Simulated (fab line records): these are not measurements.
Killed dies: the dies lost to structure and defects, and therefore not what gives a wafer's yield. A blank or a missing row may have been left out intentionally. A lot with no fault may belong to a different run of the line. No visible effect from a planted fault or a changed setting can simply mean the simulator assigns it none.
Tool commonality check / flow gf180mcu / 36 wafers sampled across 12 lots

REASON IT WAS OPENED
GF_VT_IMPLANT_TW_MEAS_32, reading VT_IMPLANT_3_TW: flagged on 2 of 12 lots. Fault-free wafers read 269.0, with a standard deviation of 1.
Rule: a lot is flagged when every wafer of it that has a number lies more than 4 standard deviations from that mean, or none has a number. The other lots count as sound.

lot=L993; measured=day 7 04:31; on=film-metro-04; VT_IMPLANT_3_TW, wafer by wafer=270.8 268.7 270.0; flag=
lot=L994; measured=day 7 14:18; on=film-metro-02; VT_IMPLANT_3_TW, wafer by wafer=267.4 268.4 267.1; flag=
lot=L997; measured=day 8 09:42; on=film-metro-03; VT_IMPLANT_3_TW, wafer by wafer=268.6 268.3 269.1; flag=
lot=L998; measured=day 8 16:28; on=film-metro-03; VT_IMPLANT_3_TW, wafer by wafer=268.0 269.2 269.2; flag=
lot=L999; measured=day 8 20:27; on=film-metro-04; VT_IMPLANT_3_TW, wafer by wafer=268.5 268.2 269.5; flag=
lot=L100; measured=day 9 01:58; on=film-metro-03; VT_IMPLANT_3_TW, wafer by wafer=268.7 268.1 269.9; flag=
lot=L103; measured=day 9 20:49; on=film-metro-02; VT_IMPLANT_3_TW, wafer by wafer=268.4 267.4 266.8; flag=
lot=L106; measured=day 10 19:31; on=film-metro-03; VT_IMPLANT_3_TW, wafer by wafer=268.4 269.4 268.6; flag=
lot=L107; measured=day 11 04:40; on=film-metro-03; VT_IMPLANT_3_TW, wafer by wafer=140.9 141.7 140.6; flag=FLAGGED
lot=L108; measured=day 11 06:45; on=film-metro-03; VT_IMPLANT_3_TW, wafer by wafer=140.9 141.0 141.2; flag=FLAGGED
lot=L111; measured=day 12 06:46; on=film-metro-03; VT_IMPLANT_3_TW, wafer by wafer=269.4 267.6 267.2; flag=
lot=L112; measured=day 12 12:13; on=film-metro-04; VT_IMPLANT_3_TW, wafer by wafer=269.4 269.8 269.8; flag=
The numbers of the flagged lots are 141.1 on average: -127.9 against the usual, or -99 or more standard deviations.

LOT BY LOT: THE TOOL USED
3 process steps preceding the reading are held in the record, out of 602 steps in the route. Read each cell as the tool, then ch plus the chambers that the sampled wafers visited, then the start.
lot=L993; flag=; GF_LVPWELL_STRIP_10=plasma-asher-03 ch 0,1, day 4 01:38; GF_MVSD_STRIP_10=plasma-asher-02 ch 0,1, day 4 16:14; GF_VT_IMPLANT_IMPLANT_30=implanter-01 ch 0, day 7 04:18
lot=L994; flag=; GF_LVPWELL_STRIP_10=plasma-asher-02 ch 0, day 4 11:23; GF_MVSD_STRIP_10=plasma-asher-04 ch 0,1, day 5 02:00; GF_VT_IMPLANT_IMPLANT_30=implanter-04 ch 0, day 7 14:03
lot=L997; flag=; GF_LVPWELL_STRIP_10=plasma-asher-04 ch 0,1, day 5 03:49; GF_MVSD_STRIP_10=plasma-asher-01 ch 0,1, day 5 19:25; GF_VT_IMPLANT_IMPLANT_30=implanter-01 ch 0, day 8 09:27
lot=L998; flag=; GF_LVPWELL_STRIP_10=plasma-asher-03 ch 0,1, day 5 09:44; GF_MVSD_STRIP_10=plasma-asher-02 ch 0,1, day 6 01:30; GF_VT_IMPLANT_IMPLANT_30=implanter-01 ch 0, day 8 16:14
lot=L999; flag=; GF_LVPWELL_STRIP_10=plasma-asher-03 ch 0,1, day 5 12:34; GF_MVSD_STRIP_10=plasma-asher-04 ch 0,1, day 6 04:14; GF_VT_IMPLANT_IMPLANT_30=implanter-04 ch 0, day 8 20:12
lot=L100; flag=; GF_LVPWELL_STRIP_10=plasma-asher-04 ch 0,1, day 5 18:34; GF_MVSD_STRIP_10=plasma-asher-04 ch 0,1, day 6 09:47; GF_VT_IMPLANT_IMPLANT_30=implanter-04 ch 0, day 9 01:45
lot=L103; flag=; GF_LVPWELL_STRIP_10=plasma-asher-02 ch 0,1, day 6 10:29; GF_MVSD_STRIP_10=plasma-asher-02 ch 0,1, day 7 01:47; GF_VT_IMPLANT_IMPLANT_30=implanter-02 ch 0, day 9 20:35
lot=L106; flag=; GF_LVPWELL_STRIP_10=plasma-asher-03 ch 0,1, day 7 05:11; GF_MVSD_STRIP_10=plasma-asher-04 ch 0,1, day 7 20:51; GF_VT_IMPLANT_IMPLANT_30=implanter-04 ch 0, day 10 19:16
lot=L107; flag=FLAGGED; GF_LVPWELL_STRIP_10=plasma-asher-02 ch 0,1, day 7 11:34; GF_MVSD_STRIP_10=plasma-asher-02 ch 0,1, day 8 04:32; GF_VT_IMPLANT_IMPLANT_30=implanter-04 ch 0, day 11 04:26
lot=L108; flag=FLAGGED; GF_LVPWELL_STRIP_10=plasma-asher-03 ch 0,1, day 7 14:50; GF_MVSD_STRIP_10=plasma-asher-04 ch 0,1, day 8 07:08; GF_VT_IMPLANT_IMPLANT_30=implanter-04 ch 0, day 11 06:30
lot=L111; flag=; GF_LVPWELL_STRIP_10=plasma-asher-04 ch 0,1, day 8 11:54; GF_MVSD_STRIP_10=plasma-asher-01 ch 0,1, day 9 04:59; GF_VT_IMPLANT_IMPLANT_30=implanter-01 ch 0, day 12 06:31
lot=L112; flag=; GF_LVPWELL_STRIP_10=plasma-asher-02 ch 0,1, day 8 15:20; GF_MVSD_STRIP_10=plasma-asher-02 ch 0,1, day 9 08:54; GF_VT_IMPLANT_IMPLANT_30=implanter-02 ch 0, day 12 11:58
What is done by these steps:
- GF_LVPWELL_STRIP_10: strips in O2/N2.
- GF_MVSD_STRIP_10: strips in O2/N2.
- GF_VT_IMPLANT_IMPLANT_30
- GF_VT_IMPLANT_TW_MEAS_32

FLAGGED OVER TOTAL, TOOL BY TOOL (the gauges that took the reading come last)
step=GF_LVPWELL_STRIP_10; tool=plasma-asher-02; lots run=4; flagged=1; share of the flagged lots=some; sound lots run after its first flagged lot=1 (L112)
step=GF_LVPWELL_STRIP_10; tool=plasma-asher-03; lots run=5; flagged=1; share of the flagged lots=some; sound lots run after its first flagged lot=0
step=GF_LVPWELL_STRIP_10; tool=plasma-asher-04; lots run=3; flagged=0; share of the flagged lots=none; sound lots run after its first flagged lot=-
step=GF_MVSD_STRIP_10; tool=plasma-asher-01; lots run=2; flagged=0; share of the flagged lots=none; sound lots run after its first flagged lot=-
step=GF_MVSD_STRIP_10; tool=plasma-asher-02; lots run=5; flagged=1; share of the flagged lots=some; sound lots run after its first flagged lot=1 (L112)
step=GF_MVSD_STRIP_10; tool=plasma-asher-04; lots run=5; flagged=1; share of the flagged lots=some; sound lots run after its first flagged lot=0
step=GF_VT_IMPLANT_IMPLANT_30; tool=implanter-01; lots run=4; flagged=0; share of the flagged lots=none; sound lots run after its first flagged lot=-
step=GF_VT_IMPLANT_IMPLANT_30; tool=implanter-02; lots run=2; flagged=0; share of the flagged lots=none; sound lots run after its first flagged lot=-
step=GF_VT_IMPLANT_IMPLANT_30; tool=implanter-04; lots run=6; flagged=2; share of the flagged lots=all; sound lots run after its first flagged lot=0
step=GF_VT_IMPLANT_TW_MEAS_32; tool=film-metro-02; lots run=2; flagged=0; share of the flagged lots=none; sound lots run after its first flagged lot=-
step=GF_VT_IMPLANT_TW_MEAS_32; tool=film-metro-03; lots run=7; flagged=2; share of the flagged lots=all; sound lots run after its first flagged lot=1 (L111)
step=GF_VT_IMPLANT_TW_MEAS_32; tool=film-metro-04; lots run=3; flagged=0; share of the flagged lots=none; sound lots run after its first flagged lot=-

WHAT THE TABLE ALLOWS
implanter-04 at GF_VT_IMPLANT_IMPLANT_30 and film-metro-03 at GF_VT_IMPLANT_TW_MEAS_32 are the 2 rows of the table that ran each flagged lot.
- implanter-04 at GF_VT_IMPLANT_IMPLANT_30: 2 of its 6 lots flagged. A fault beginning between L106 (day 10 19:16), its last sound lot, and L107 (day 11 04:26), its first flagged one, fits the data. Its own readings (dose-ions-cm2, faraday-current-uA) fall more than 4 standard deviations out on all wafers of the flagged lots.
- film-metro-03 at GF_VT_IMPLANT_TW_MEAS_32: 2 of its 7 lots flagged. Sound lots ran on it after the first flagged one (L111), which a lasting fault on the whole tool wouldn't allow.
What remains is a single tool, implanter-04 at GF_VT_IMPLANT_IMPLANT_30.

WHAT THE SIMULATOR HAD PUT IN
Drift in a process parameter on implanter-04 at GF_VT_IMPLANT_IMPLANT_30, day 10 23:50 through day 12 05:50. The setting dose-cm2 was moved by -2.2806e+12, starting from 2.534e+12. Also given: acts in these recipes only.
Lots struck among those shown: L107, L108. Same finding as the rule above.
